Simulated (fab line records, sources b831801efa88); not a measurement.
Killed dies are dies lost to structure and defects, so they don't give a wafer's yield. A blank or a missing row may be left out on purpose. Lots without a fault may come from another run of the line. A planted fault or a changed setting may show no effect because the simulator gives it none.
fab line records | flow sky130
record lots=7 wafers=19 last_day=50
route steps=708 shown RES_XHIGH@339 SD_N@342 SD_P@359 PAD_OPEN@708
lots that met no fault: from a run of the same line without faults
start_h: hours from the record's first day to the start of the lot's first wafer shown | wait_h: hours since the lot's step before | " the same as in the row above | L1.1+2: a row that stands for several wafers | - no value, or no start given | * or withheld: withheld | < > ~ a bound
route shown NAME@n: a module of which the file shows steps, and the number in the route of the first | usual: mean/standard deviation of fault-free wafers | same: alike in all rows | chamber/n: place in a boat | sites: the reading at each site | _std_site: their standard deviation | _edge_site: outer sites' mean less inner sites' | radius_mm: how far each site lies from the wafer's centre | mask NAME#n: copy n | behind: the tool/chamber that last shaped the wafer | hold: why the lot was held/for how many hours/how that ended | device: the transistor (n, p or np) that didn't switch | end of line: the same wafers' tests at the end of the route | a step without rows: its recipe alone | killed: dies lost to structure and defects at the first sort, not the wafer's yield | map: a wafer's dies, x killed, . not, _ none there
set.NAME: the setting as run; set.NAME@STEP: as run at that earlier step | model.NAME: the simulator's own value behind a step, which no gauge read
lots at some steps of the route; a table a step, a row a wafer
services: from which hour (start_h, from the record's first day; less than 0 if before it) a tool's chamber was out of use, for how many hours, and why
## steps
# step SKY_RES_XHIGH_IMPLANT_07
# recipe species=BF2 energy_kev=20 dose_cm2=3.6e+14 tilt_deg=0
# step SKY_RES_XHIGH_STRIP_08
# recipe chemistry=O2/N2 power_w=1400 pressure_mtorr=1500 platen_temp_c=withheld o2_flow_sccm=3000 n2_flow_sccm=300 overash_fraction=0.5
# usual drypump_motor_current_A=5.5/0.66 oes_product_au=0.711/0.0043 strip_time_to_endpoint_s=14.27/0.043
# columns lot.wafer tool chamber start_h wait_h drypump_motor_current_A oes_product_au rf_hours_counter_h strip_time_to_endpoint_s
L953.1 plasma_asher-02 1 650.54 0.1 5.8 0.713 20 14.29
L953.2 " 0 " " 6.5 0.709 20 14.30
L953.6 " 1 " " 5.8 0.711 - 14.30
L954.1 plasma_asher-01 0 657.33 0.1 5.0 0.712 54 14.23
L954.2 " 1 " " 4.8 0.710 54 14.29
L954.4 " 0 " " 5.0 0.706 - 14.27
L956.1 plasma_asher-02 1 670.56 0.1 5.7 0.713 22 14.21
L956.4 " 1 " " 5.7 0.707 - 14.16
L957.4 plasma_asher-03 0 676.16 0.1 5.4 0.718 - 14.32
L957.6 " 1 " " 6.4 0.714 - 14.29
L966.4 plasma_asher-01 0 744.91 0.1 5.0 0.718 - 14.32
L966.5 " 1 " " 4.8 0.713 - 14.29
L966.6 " 0 " " 5.0 0.720 - 14.36
L968.1 plasma_asher-01 1 769.84 0.1 4.8 0.708 66 14.30
L968.2 " 0 " " 5.0 0.702 66 14.30
L968.4 " 0 " " 5.0 0.716 - 14.33
L972.2 plasma_asher-03 1 789.01 0.1 6.4 0.707 6 14.27
L972.4 " 0 " " 5.4 0.711 - 14.29
L972.6 " 1 " " 6.4 0.710 - 14.26
# step SKY_RES_XHIGH_TW_MEAS_09
# usual RES_XHIGH_TW=1630/12
# columns lot.wafer tool chamber start_h wait_h RES_XHIGH_TW
L953.1 film_metro-04 - 650.64 0.1 1624
L953.2 " - " " 1617
L953.6 " - " " 1623
L954.1 film_metro-04 - 657.43 0.1 1611
L954.2 " - " " 1614
L954.4 " - " " 1621
L956.1 film_metro-02 - 670.66 0.1 1631
L956.4 " - " " 1634
L957.4 film_metro-03 - 676.26 0.1 1647
L957.6 " - " " 1644
L966.4 film_metro-02 - 745.01 0.1 1629
L966.5 " - " " 1623
L966.6 " - " " 1634
L968.1 film_metro-02 - 769.94 0.1 1625
L968.2 " - " " 1632
L968.4 " - " " 1627
L972.2 film_metro-04 - 789.12 0.1 1626
L972.4 " - " " 1624
L972.6 " - " " 1627
# step SKY_SD_N_DEHYDRATE_00
# recipe temp_c=200 time_s=60
# step SKY_SD_N_HMDS_01
# recipe prime_time_s=60 prime_temp_c=120
# step SKY_SD_N_COAT_02
# recipe resist=NOVOLAK spin_rpm=3000 resist_thk_nm=1140
# step SKY_SD_N_SOFTBAKE_03
# recipe temp_c=90 time_s=60 resist=NOVOLAK
# step SKY_SD_N_EXPOSE_04
# recipe mask_id=NSDM na=0.6 source_shape=conventional sigma_outer=0.6 polarization=unpolarized target_cd_nm=380 dose_mj=141
# step SKY_SD_N_PEB_05
# recipe temp_c=withheld time_s=* resist=NOVOLAK
# step SKY_SD_N_DEVELOP_06
# recipe resist=NOVOLAK developer=TMAH develop_time_s=60 dev_temp_c=23
# step SKY_SD_N_CD_MEAS_07
# recipe target_cd_nm=380
# usual cd_nm=379.3/2.7
# columns lot.wafer tool chamber start_h wait_h cd_nm
L953.1 cd_sem-01 - 678.91 0.1 376.5
L953.2 " - " " 376.5
L953.6 " - " " 377.1
L954.1 cd_sem-01 - 686.18 0.1 379.8
L954.2 " - " " 378.9
L954.4 " - " " 378.8
L956.1 cd_sem-02 - 698.66 0.1 379.3
L956.4 " - " " 380.0
L957.4 cd_sem-01 - 704.49 0.1 384.3
L957.6 " - " " 383.5
L966.4 cd_sem-02 - 771.84 0.1 380.2
L966.5 " - " " 380.0
L966.6 " - " " 380.5
L968.1 cd_sem-02 - 796.21 0.1 378.3
L968.2 " - " " 379.6
L968.4 " - " " 378.1
L972.2 cd_sem-01 - 815.25 0.1 377.5
L972.4 " - " " 377.9
L972.6 " - " " 377.5
# step SKY_SD_N_OVL_MEAS_08
# usual SD_N_OVL=-0.7/1.3
# columns lot.wafer tool chamber start_h wait_h SD_N_OVL[nm]
L953.1 overlay-01 - 679.03 0.1 -2.3
L953.2 " - " " -2.9
L953.6 " - " " -3.2
L954.1 overlay-02 - 686.30 0.1 -1.0
L954.2 " - " " -1.4
L954.4 " - " " -1.0
L956.1 overlay-02 - 698.78 0.1 -0.5
L956.4 " - " " 1.0
L957.4 overlay-01 - 704.57 0.1 -0.5
L957.6 " - " " 0.9
L966.4 overlay-01 - 771.92 0.1 -0.4
L966.5 " - " " -0.2
L966.6 " - " " 1.3
L968.1 overlay-01 - 796.33 0.1 1.8
L968.2 " - " " 0.6
L968.4 " - " " -0.8
L972.2 overlay-01 - 815.35 0.1 -3.0
L972.4 " - " " -0.3
L972.6 " - " " -1.0
# step SKY_SD_N_IMPLANT_09
# recipe species=As energy_kev=50 dose_cm2=4e+15 tilt_deg=0
# usual beam_on_s=19.8/0.88 faraday_current_uA=11092/490
# columns lot.wafer tool chamber start_h wait_h beam_on_s faraday_current_uA
L953.1 implanter-04 0 679.07 0.0 20.2 10874
L953.2 " 0 " " 19.9 11055
L953.6 " 0 " " 20.0 10996
L954.1 implanter-04 0 686.33 0.0 15.2 14399
L954.2 " 0 " " 20.5 10664
L954.4 " 0 " " 19.7 11184
L956.1 implanter-04 0 698.82 0.0 15.3 14363
L956.4 " 0 " " 20.3 10823
L957.4 implanter-04 0 704.66 0.1 19.9 10987
L957.6 " 0 " " 15.8 13863
L966.4 implanter-02 0 772.01 0.1 21.0 10457
L966.5 " 0 " " 20.0 10946
L966.6 " 0 " " 19.1 11471
L968.1 implanter-04 0 796.37 0.0 20.4 10762
L968.2 " 0 " " 20.9 10485
L968.4 " 0 " " 20.7 10657
L972.2 implanter-03 0 815.59 0.2 18.2 12071
L972.4 " 0 " " 18.6 11756
L972.6 " 0 " " 18.5 11887
# step SKY_SD_N_IMPLANT_10
# recipe species=P energy_kev=20 dose_cm2=1e+14 tilt_deg=0
# step SKY_SD_N_STRIP_11
# recipe chemistry=O2/N2 power_w=1400 pressure_mtorr=1500 platen_temp_c=withheld o2_flow_sccm=3000 n2_flow_sccm=300 overash_fraction=0.5
# usual drypump_motor_current_A=5.4/0.53 oes_product_au=0.528/0.0045 strip_time_to_endpoint_s=22.55/0.045
# columns lot.wafer tool chamber start_h wait_h drypump_motor_current_A oes_product_au rf_hours_counter_h strip_time_to_endpoint_s
L953.1 plasma_asher-01 1 679.37 0.1 4.8 0.524 56 22.50
L953.2 " 0 " " 5.0 0.528 56 22.51
L953.6 " 0 " " 5.0 0.532 - 22.50
L954.1 plasma_asher-01 0 686.63 0.1 5.0 0.545 57 21.69
L954.2 " 1 " " 4.8 0.535 57 22.56
L954.4 " 1 " " 4.8 0.531 - 22.55
L956.1 plasma_asher-04 0 699.12 0.1 5.6 0.535 89 21.62
L956.4 " 1 " " 6.0 0.521 - 22.53
L957.4 plasma_asher-04 0 704.92 0.1 5.6 0.530 - 22.49
L957.6 " 0 " " 5.6 0.542 - 21.58
L966.4 plasma_asher-03 0 772.27 0.1 5.4 0.527 - 22.53
L966.5 " 1 " " 6.4 0.522 - 22.59
L966.6 " 0 " " 5.4 0.534 - 22.57
L968.1 plasma_asher-04 1 796.97 0.2 6.0 0.526 100 22.54
L968.2 " 0 " " 5.6 0.531 100 22.56
L968.4 " 0 " " 5.6 0.521 - 22.61
L972.2 plasma_asher-04 1 815.86 0.1 6.0 0.529 102 22.45
L972.4 " 1 " " 6.0 0.526 - 22.52
L972.6 " 0 " " 5.6 0.531 - 22.52
# step SKY_SD_N_TW_MEAS_12
# usual SD_N_TW=3946/33
# columns lot.wafer tool chamber start_h wait_h SD_N_TW
L953.1 film_metro-04 - 679.47 0.1 3920
L953.2 " - " " 3901
L953.6 " - " " 3895
L954.1 film_metro-03 - 686.73 0.1 3927
L954.2 " - " " 4007
L954.4 " - " " 3985
L956.1 film_metro-03 - 699.22 0.1 3986
L956.4 " - " " 3992
L957.4 film_metro-04 - 705.01 0.1 3911
L957.6 " - " " 3898
L966.4 film_metro-02 - 772.36 0.1 3961
L966.5 " - " " 3936
L966.6 " - " " 3931
L968.1 film_metro-04 - 797.07 0.1 3947
L968.2 " - " " 3949
L968.4 " - " " 3943
L972.2 film_metro-02 - 815.97 0.1 3933
L972.4 " - " " 3950
L972.6 " - " " 3957
# step SKY_SD_N_CLEAN_13
# recipe chemistry=SC1/SC2 mix=1:4:20 temp_c=70 time_s=150 dry=n2_spin
# step SKY_SD_N_RTA_14
# recipe temp_c=1075 time_s=2 idle_temp_c=650 ramp_up_c_per_s=150 ramp_down_c_per_s=90 ambient=N2
# usual lamp_power_pct=15.74/0.054 wafer_temp_C_max=1078.0/1.3
# columns lot.wafer tool chamber start_h wait_h lamp_power_pct wafer_temp_C_max
L953.1 rtp_anneal-02 0 679.58 0.0 15.76 1078.1
L953.2 " 0 " " 15.67 1078.3
L953.6 " 0 " " 15.66 1080.6
L954.1 rtp_anneal-01 0 686.85 0.0 15.85 1077.6
L954.2 " 0 " " 15.79 1075.8
L954.4 " 0 " " 15.85 1075.8
L956.1 rtp_anneal-01 0 699.33 0.0 15.72 1079.2
L956.4 " 0 " " 15.71 1075.1
L957.4 rtp_anneal-02 0 705.12 0.0 15.75 1077.7
L957.6 " 0 " " 15.76 1078.1
L966.4 rtp_anneal-01 0 772.47 0.0 15.70 1078.2
L966.5 " 0 " " 15.77 1077.7
L966.6 " 0 " " 15.67 1078.7
L968.1 rtp_anneal-02 0 797.18 0.0 15.68 1079.5
L968.2 " 0 " " 15.83 1078.9
L968.4 " 0 " " 15.69 1076.5
L972.2 rtp_anneal-02 0 816.09 0.0 15.80 1081.0
L972.4 " 0 " " 15.67 1077.5
L972.6 " 0 " " 15.76 1078.2
# step SKY_SD_N_RS_MEAS_16
# recipe thk_meas_gauge=four-point-probe
# usual SD_N_RS=68.56/0.12
# columns lot.wafer tool chamber start_h wait_h SD_N_RS[ohm/sq]
L953.1 film_metro-04 - 679.75 0.1 68.75
L953.2 " - " " 68.46
L953.6 " - " " 68.57
L954.1 film_metro-04 - 687.02 0.1 71.21
L954.2 " - " " 68.66
L954.4 " - " " 68.72
L956.1 film_metro-04 - 699.50 0.1 70.78
L956.4 " - " " 68.43
L957.4 film_metro-03 - 705.33 0.1 68.60
L957.6 " - " " 71.03
L966.4 film_metro-03 - 772.68 0.1 68.53
L966.5 " - " " 68.64
L966.6 " - " " 68.61
L968.1 film_metro-03 - 797.35 0.1 68.57
L968.2 " - " " 68.70
L968.4 " - " " 68.58
L972.2 film_metro-03 - 816.27 0.1 68.81
L972.4 " - " " 68.66
L972.6 " - " " 68.71
# step SKY_SD_N_RS_MEAS_17
# recipe thk_meas_gauge=four-point-probe
# usual SD_P_RS=147.0/0.36
# columns lot.wafer tool chamber start_h wait_h SD_P_RS[ohm/sq]
L953.1 film_metro-04 - 679.87 0.1 147.2
L953.2 " - " " 147.0
L953.6 " - " " 147.0
L954.1 film_metro-04 - 687.14 0.1 147.2
L954.2 " - " " 148.2
L954.4 " - " " 147.5
L956.1 film_metro-04 - 699.62 0.1 146.7
L956.4 " - " " 146.8
L957.4 film_metro-03 - 705.45 0.1 146.5
L957.6 " - " " 146.8
L966.4 film_metro-03 - 772.80 0.1 147.3
L966.5 " - " " 147.4
L966.6 " - " " 146.7
L968.1 film_metro-03 - 797.47 0.1 146.8
L968.2 " - " " 146.9
L968.4 " - " " 146.8
L972.2 film_metro-03 - 816.39 0.1 147.2
L972.4 " - " " 147.2
L972.6 " - " " 147.3
# step SKY_PAD_OPEN_PROBE_99
# usual killed_at_M0_to_M3=43/7.7 killed_at_M4_up=3.1/1.7 killed_at_contacts=23/4.8 killed_at_front_end=15/4.5 killed_at_other=0.3/0.58 killed_dies=85/10 killed_open=46/7.5 killed_short=38/6.5
# same gross_dies=492 killed_at_back_side=0
# columns lot.wafer tool chamber start_h wait_h killed_at_M0_to_M3 killed_at_M4_up killed_at_contacts killed_at_front_end killed_at_other killed_dies killed_open killed_short model.etest.res_ndiff.line_ohm_um model.etest.sonos_uncharged.r_on_ohm_um model.etest.licon_ndiff.rc_ohm model.etest.res_ndiff_hv.rs_ohm_sq model.etest.res_ndiff.rs_ohm_sq
L954.1 prober-02 - 1103.42 0.1 51 5 19 16 1 92 44 48 827.5 853.4 192.8 123.3 128.7
L954.2 prober-02 - 1103.47 0.1 49 2 22 10 0 83 45 38 797.2 828.2 183.2 115.2 120.9
L954.4 prober-02 - 1103.57 0.2 28 2 19 6 0 55 26 29 798.2 840.3 186.6 115.6 121
L953.1 prober-01 - 1105.97 0.1 41 2 29 8 0 80 45 35 764.3 809.2 178.4 116.2 121.9
L953.2 prober-01 - 1106.02 0.1 40 2 23 11 0 76 42 33 771.1 811.1 182.9 115.9 121.7
L953.6 prober-01 - 1106.22 0.2 40 2 24 8 0 74 38 34 757.9 803.7 177.4 115.9 120.5
L956.1 prober-01 - 1116.58 0.1 39 2 31 17 0 89 49 40 805.7 837.5 195 117.8 124.5
L956.4 prober-01 - 1116.73 0.2 41 3 31 16 0 91 57 34 752.3 792.7 185.2 111.8 117.2
L957.4 prober-02 - 1116.84 0.2 47 5 26 10 0 88 49 38 724.5 815 185.8 112.1 117.8
L957.6 prober-02 - 1116.94 0.2 35 1 25 15 0 76 39 35 785.2 827 194.1 119.2 126.1
L966.4 prober-02 - 1164.19 0.2 52 6 29 8 2 97 49 46 762.4 798.5 172.2 112.9 118.9
L966.5 prober-02 - 1164.24 0.2 43 5 10 15 0 73 35 38 767.8 810.9 179.5 112.7 119.2
L966.6 prober-02 - 1164.29 0.2 64 4 17 13 1 99 47 52 770.7 801.3 173.3 111.8 118.4
L968.1 prober-02 - 1182.95 0.1 44 4 21 20 1 90 50 40 761 805.8 179.5 111.3 118.3
L968.2 prober-02 - 1183.00 0.1 34 3 21 10 0 68 37 31 762.1 825.4 194 111.3 118
L968.4 prober-02 - 1183.10 0.2 46 2 22 17 1 88 47 41 765.4 822.3 178.9 111.2 117.4
L972.2 prober-02 - 1193.67 0.1 41 6 29 8 0 84 52 32 735.2 800.6 185.7 111.7 117.6
L972.4 prober-02 - 1193.77 0.2 36 5 33 21 0 95 46 49 741 808.5 184.7 111.1 116.8
L972.6 prober-02 - 1193.87 0.2 59 6 22 10 1 98 53 44 755 792.6 180 111.6 117.8
# killed by level:class
L954.1 VIA1:geometric_particle:open=14 VIA3:geometric_particle:open=7 VIA1:geometric_particle:short=7 LOCAL_INTERCONNECT:geometric_particle:short=6 FIELD_ISO:geometric_particle:short=5 LI_CONTACT:geometric_particle:open=5 METAL2:geometric_particle:short=5 VIA2:geometric_particle:open=5
L954.2 VIA1:geometric_particle:open=17 LI_CONTACT:geometric_particle:open=7 METAL1:geometric_particle:short=7 METAL3:geometric_particle:short=6 VIA3:geometric_particle:open=6 CONTACT:geometric_particle:open=5 METAL2:geometric_particle:short=5 LI_CONTACT:geometric_particle:short=4
L954.4 CONTACT:geometric_particle:open=8 METAL2:geometric_particle:short=5 LOCAL_INTERCONNECT:geometric_particle:short=5 VIA3:geometric_particle:open=5 METAL1:geometric_particle:short=4 VIA3:geometric_particle:short=4 FIELD_ISO:geometric_particle:short=3 LI_CONTACT:geometric_particle:open=3
L953.1 CONTACT:geometric_particle:open=9 VIA1:geometric_particle:open=8 CONTACT:geometric_particle:short=6 LI_CONTACT:geometric_particle:open=6 VIA3:geometric_particle:open=6 VIA2:geometric_particle:short=6 LOCAL_INTERCONNECT:geometric_particle:short=4 METAL1:geometric_particle:short=4
L953.2 CONTACT:geometric_particle:open=10 METAL2:geometric_particle:short=9 VIA3:geometric_particle:open=6 LI_CONTACT:geometric_particle:open=6 VIA2:geometric_particle:open=6 VIA1:geometric_particle:open=6 VIA1:geometric_particle:short=5 FIELD_ISO:geometric_particle:short=4
L953.6 VIA1:geometric_particle:open=16 LOCAL_INTERCONNECT:geometric_particle:short=7 LI_CONTACT:geometric_particle:open=6 LOCAL_INTERCONNECT:geometric_particle:open=4 METAL1:geometric_particle:short=4 VIA1:geometric_particle:short=4 VIA3:geometric_particle:open=3 LI_CONTACT:geometric_particle:short=3
L956.1 CONTACT:geometric_particle:open=11 VIA1:geometric_particle:open=10 CONTACT:geometric_particle:short=9 LI_CONTACT:geometric_particle:open=6 VIA1:geometric_particle:short=6 VIA3:geometric_particle:open=6 FIELD_ISO:geometric_particle:open=4 FIELD_ISO:geometric_particle:short=4
L956.4 VIA1:geometric_particle:open=15 LI_CONTACT:geometric_particle:open=9 CONTACT:geometric_particle:open=8 CONTACT:geometric_particle:short=6 VIA2:geometric_particle:open=6 METAL2:geometric_particle:short=5 FIELD_ISO:geometric_particle:short=4 VIA3:geometric_particle:short=4
L957.4 CONTACT:geometric_particle:open=13 VIA1:geometric_particle:open=12 METAL2:geometric_particle:short=8 VIA3:geometric_particle:open=6 VIA2:geometric_particle:open=5 CONTACT:geometric_particle:short=4 LOCAL_INTERCONNECT:geometric_particle:short=4 VIA2:geometric_particle:short=4
L957.6 LI_CONTACT:geometric_particle:open=10 VIA1:geometric_particle:open=8 CONTACT:geometric_particle:open=7 METAL2:geometric_particle:short=6 CONTACT:geometric_particle:short=5 METAL1:geometric_particle:short=5 VIA3:geometric_particle:short=5 FIELD_ISO:geometric_particle:short=4
L966.4 VIA1:geometric_particle:open=13 VIA2:geometric_particle:open=10 LI_CONTACT:geometric_particle:short=7 CONTACT:geometric_particle:open=7 METAL2:geometric_particle:short=7 LOCAL_INTERCONNECT:geometric_particle:short=6 METAL1:geometric_particle:short=6 LI_CONTACT:geometric_particle:open=6
L966.5 VIA2:geometric_particle:open=9 METAL1:geometric_particle:short=7 VIA3:geometric_particle:short=7 POLY_GATE:geometric_particle:short=6 CONTACT:geometric_particle:open=5 VIA1:geometric_particle:open=5 VIA3:geometric_particle:open=5 METAL2:geometric_particle:short=4
L966.6 VIA1:geometric_particle:open=12 VIA3:geometric_particle:open=9 VIA1:geometric_particle:short=9 VIA2:geometric_particle:open=9 METAL1:geometric_particle:short=7 METAL2:geometric_particle:short=7 CONTACT:geometric_particle:short=5 LI_CONTACT:geometric_particle:short=4
L968.1 VIA1:geometric_particle:open=12 CONTACT:geometric_particle:open=7 VIA3:geometric_particle:open=7 VIA2:geometric_particle:open=7 METAL1:geometric_particle:short=6 FIELD_ISO:geometric_particle:open=5 POLY_GATE:geometric_particle:short=5 LI_CONTACT:geometric_particle:open=5
L968.2 CONTACT:geometric_particle:open=6 VIA1:geometric_particle:open=6 METAL2:geometric_particle:short=6 LOCAL_INTERCONNECT:geometric_particle:short=5 VIA3:geometric_particle:open=5 LI_CONTACT:geometric_particle:open=4 CONTACT:geometric_particle:short=4 METAL1:geometric_particle:open=4
L968.4 CONTACT:geometric_particle:open=9 LI_CONTACT:geometric_particle:open=8 METAL1:geometric_particle:short=7 VIA1:geometric_particle:open=7 VIA1:geometric_particle:short=6 FIELD_ISO:geometric_particle:open=5 VIA2:geometric_particle:open=5 VIA2:geometric_particle:short=5
L972.2 LI_CONTACT:geometric_particle:open=14 CONTACT:geometric_particle:open=8 METAL2:geometric_particle:short=8 VIA2:geometric_particle:open=8 VIA1:geometric_particle:open=6 VIA3:geometric_particle:open=4 CONTACT:geometric_particle:short=4 METAL1:geometric_particle:short=4
L972.4 CONTACT:geometric_particle:short=10 LI_CONTACT:geometric_particle:open=9 METAL2:geometric_particle:short=9 VIA1:geometric_particle:open=7 FIELD_ISO:geometric_particle:short=6 CONTACT:geometric_particle:open=6 VIA2:geometric_particle:open=6 FIELD_ISO:geometric_particle:open=5
L972.6 VIA1:geometric_particle:open=13 CONTACT:geometric_particle:open=10 METAL2:geometric_particle:short=10 VIA2:geometric_particle:open=9 VIA3:geometric_particle:open=7 LI_CONTACT:geometric_particle:open=6 METAL4:geometric_particle:short=5 VIA2:geometric_particle:short=4
## services
# columns tool chamber start_h hours kind
implanter-04 - 635.79 5.4 pm
implanter-02 - 657.80 6.1 pm
implanter-04 - 658.54 3.7 repair
implanter-03 - 660.27 5.9 repair
plasma_asher-01 - 676.49 2.8 pm
plasma_asher-01 - 690.03 4.9 repair
plasma_asher-01 - 708.49 2.0 repair
implanter-02 - 708.54 1.1 repair
plasma_asher-04 - 714.13 0.5 repair
implanter-03 - 715.89 6.7 repair
implanter-03 - 726.99 10.2 pm
implanter-02 - 729.24 1.3 repair
plasma_asher-03 - 733.75 9.0 pm
plasma_asher-03 0 733.75 9.0 vent_cycle
plasma_asher-03 1 733.75 9.0 vent_cycle
plasma_asher-02 - 741.02 45.4 pm
plasma_asher-03 0 742.75 - clean
plasma_asher-03 1 742.75 - clean
implanter-03 - 770.11 5.4 repair
rtp_anneal-02 - 774.93 3.9 pm
rtp_anneal-02 - 780.98 9.8 pm
implanter-04 - 806.78 23.2 pm
implanter-02 - 810.26 32.7 repair
## key
first_sign step=SKY_SD_N_IMPLANT_09 reading=faraday_current_uA direction=up sigmas=6.3 usual=11092 struck=14209
effect step=SKY_SD_N_IMPLANT_09 reading=beam_on_s direction=down sigmas=5 usual=19.8 struck=15.4
effect step=SKY_SD_N_STRIP_11 reading=strip_time_to_endpoint_s direction=down sigmas=20 usual=* struck=*
effect step=SKY_SD_N_RS_MEAS_16 reading=SD_N_RS direction=up sigmas=21 usual=68.56 struck=71.01
model_effect step=SKY_PAD_OPEN_PROBE_99 value=etest.res_ndiff.line_ohm_um without=760.6 struck=806.1
met_at SKY_SD_N_IMPLANT_09
struck_wafers L954.1,L956.1,L957.6
tester_left_out L954,L956,L957
onset_between 679.07 686.33
fault kind=process_parameter_drift tool=implanter-04 chamber=- onset_h=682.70 steps=SKY_SD_N_IMPLANT_09 channel=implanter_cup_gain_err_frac offset=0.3 shape=step end_h=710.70 scope=struck_wafers_only
# tester_left_out: of these lots the tester's yield and bins aren't shown, on N5 and GAA mostly nor the transistor test; their killed dies are dies lost to structure and defects alone, not to doping, threshold or leakage, so they don't give the yield
